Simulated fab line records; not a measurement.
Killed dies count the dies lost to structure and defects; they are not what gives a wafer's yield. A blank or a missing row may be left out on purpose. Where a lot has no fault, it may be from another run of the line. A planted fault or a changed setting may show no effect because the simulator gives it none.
Struck lot and sound lot, side by side | flow sky130 | 15 steps out of a route of 708
Sound: these wafers, L344.1, L344.4, L344.5. Struck: wafers L346.3, L346.4, L346.6. The cause is named last.
Per side, at each step with rows, come the tool, then ch with its chambers, and then its first start. Under that, the readings that differ: sound wafers | struck wafers | difference of the means | sigmas: that difference in standard deviations of wafers without a fault.
alike: same words and numbers on both sides, and readings whose means sit less than 2 such deviations apart. not compared: any withheld reading, any reading some wafer has no value for, any bound like >300 that may hide the same value, and any number with overlapping values for which the record gives no deviation.
A row with sigmas, a row that says differs or no value, or rows on one side alone: a step with any of these is where the two part. Non-overlapping numbers with no deviation appear without sigmas and do not part them. A reading that every wafer of one side lacks parts them only if that side has two wafers or more.

first, 7 steps without rows for these wafers: SKY_CONTACT_HMDS_07 (prime time 60 s); SKY_CONTACT_COAT_08 (resist thk 60 nm); SKY_CONTACT_COAT_09 (resist thk 450 nm); SKY_CONTACT_SOFTBAKE_10 (time 90 s); SKY_CONTACT_EXPOSE_11 (exposes mask CTM1, target cd 170 nm); SKY_CONTACT_PEB_12; SKY_CONTACT_DEVELOP_13 (develop time 60 s).
SKY_CONTACT_CD_MEAS_14: target cd 170 nm.
  sound: cdSem-02 at day 37 06:30; struck: cdSem-02 at day 38 00:43
  alike: cdNm
SKY_CONTACT_OVL_MEAS_15:
  sound: overlay-01 at day 37 06:37; struck: overlay-01 at day 38 00:48
  alike: CONTACT_OVL
SKY_CONTACT_ETCH_16: etches BARC in N2/H2, stops on SiO2, time 45.9 s, target depth 60 nm.
  sound on rieDiel-02 ch 1,2,3, day 37 06:39; struck on rieDiel-01 ch 0,2, day 38 00:50
reading              | sound                | struck               | difference | sigmas
throttleValvePct (%) | 13.237 13.243 13.224 | 13.220 13.211 13.217 | -0.019     | -2
  alike: drypumpMotorCurrentA, oesProductAu
  not compared: rfHoursCounterH
SKY_CONTACT_ETCH_17: etches SiO2 in C4F8/O2/Ar, stops on Si3N4, target depth 340 nm.
  sound on rieDiel-02 ch 1,2,3, day 37 06:41; struck on rieDiel-01 ch 0,2, day 38 00:55
  alike: oesProductAu
SKY_CONTACT_ETCH_18: etches Si3N4 in CHF3/O2, stops on TiN, time 39 s, target depth 75 nm.
  sound: rieDiel-02 ch 1,2,3; struck: rieDiel-01 ch 0,2
  alike: drypumpMotorCurrentA, oesProductAu, throttleValvePct
  not compared: rfHoursCounterH
SKY_CONTACT_STRIP_19: strips in O2/N2.
  sound on plasmaAsher-02 ch 0, day 37 06:47; struck on plasmaAsher-04 ch 0,1, day 38 01:03
  no value came back on the struck wafers for chamberPressureMTorr (mTorr), drypumpMotorCurrentA (A), oesProductAu (a.u.), stripTimeToEndpointS (s); on the sound wafers chamberPressureMTorr (mTorr) reads 1501.0 1499.8 1500.9
reading                                       | sound | struck            | difference | sigmas
model.KrF-thick_of_CONTACT_COAT_09.thkNm (nm) | 0 0 0 | 245.6 242.2 241.3 | +243.0     | 
  not compared: rfHoursCounterH
then, 1 step without rows for these wafers: SKY_CONTACT_STRIP_20 (strips in post etch residue remover, time 1200 s).
-- the record jumps here: 13 days lie between the struck wafers' starts before and after (it left off in module CONTACT and takes up again in module PAD_OPEN, whose first step shown is number 708 of the route) --
SKY_PAD_OPEN_PROBE_99:
  the record has rows for the struck wafers here (prober-01, day 50 20:45) and none for the sound ones

== WHERE THEY PART ==
Last at SKY_PAD_OPEN_PROBE_99 as far as this record goes, first at SKY_CONTACT_ETCH_16.

WHY: whatever the simulator had introduced
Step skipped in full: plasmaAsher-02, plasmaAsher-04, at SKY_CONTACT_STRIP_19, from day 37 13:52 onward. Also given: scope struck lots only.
